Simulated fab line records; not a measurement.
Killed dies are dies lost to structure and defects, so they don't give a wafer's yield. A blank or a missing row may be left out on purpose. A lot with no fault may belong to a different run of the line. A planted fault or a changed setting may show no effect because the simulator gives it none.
Matching of chambers ; flow gf180mcu ; rieDiel-01 running GF_V3_ETCH_16: 4 sister chambers
The step etches BARC in N2/H2. 18 wafers are shown with their chamber, then 9 later ones without.

## WAFERS, EACH WITH ITS CHAMBER
wafer;chamber;drypumpMotorCurrentA (A);throttleValvePct (%);rfFwdPowerW (W)
L652.3;0;5.60;13.235;497.1
L652.4;3;5.29;13.232;494.0
L652.6;0;5.60;13.216;495.8
L653.1;2;5.64;13.244;493.9
L653.5;2;5.66;13.248;493.8
L653.6;3;5.27;13.233;494.2
L654.2;0;5.61;13.216;496.9
L654.3;3;5.29;13.210;493.2
L654.6;0;5.62;13.234;497.5
L656.3;3;5.29;13.226;495.8
L656.5;0;5.61;13.246;494.0
L656.6;3;5.29;13.220;496.8
L662.1;3;5.31;13.231;493.1
L662.3;0;5.62;13.236;497.2
L662.6;3;5.31;13.233;495.4
L671.3;1;5.23;13.220;493.7
L671.4;3;5.29;13.231;497.0
L671.6;1;5.22;13.225;494.2

SIGNATURES (averages over the wafers above)
reading;chamber 0;chamber 1;chamber 2;chamber 3;scatter within a chamber
drypumpMotorCurrentA;5.6100;5.2250;5.6500;5.2925;0.0113
throttleValvePct;13.23050;13.22250;13.24600;13.22700;0.0093
rfFwdPowerW;496.417;493.950;493.850;494.938;1.35
Rule: for a wafer and a chamber, the distance is found by dividing, reading by reading, the gap between the wafer's reading and the chamber's mean by the reading's scatter, squaring, summing and taking the root. The wafer belongs to the nearest chamber; if the next one is less than 2 further off, it can't be placed. The scatter is the square root of a quotient: the sum, over the shown wafers, of each reading's squared deviation from its chamber's mean, divided by wafers minus chambers.

## WAFERS MISSING THEIR CHAMBER
wafer;drypumpMotorCurrentA (A);throttleValvePct (%);rfFwdPowerW (W)
L672.2;5.64;13.229;490.3
L672.3;5.64;13.232;496.6
L672.4;5.31;13.223;490.2
L674.2;5.27;13.222;494.6
L674.3;5.62;13.239;496.7
L674.5;5.68;13.216;494.6
L675.1;5.59;13.205;497.5
L675.3;5.28;13.242;494.4
L675.6;5.18;13.225;494.7

## CHAMBER TAKEN BY EACH
wafer;from the rows above;in truth
L672.2;can't be placed: 2 or 0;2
L672.3;can't be placed: 0 or 2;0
L672.4;3;3
L674.2;can't be placed: 3 or 1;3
L674.3;0;0
L674.5;2;2
L675.1;0;0
L675.3;3;3
L675.6;1;1
Placed correctly: 6 of 9. From these rows, 3 cannot be placed; in 3 the true chamber is one of the candidates. Number placed wrongly: 0.
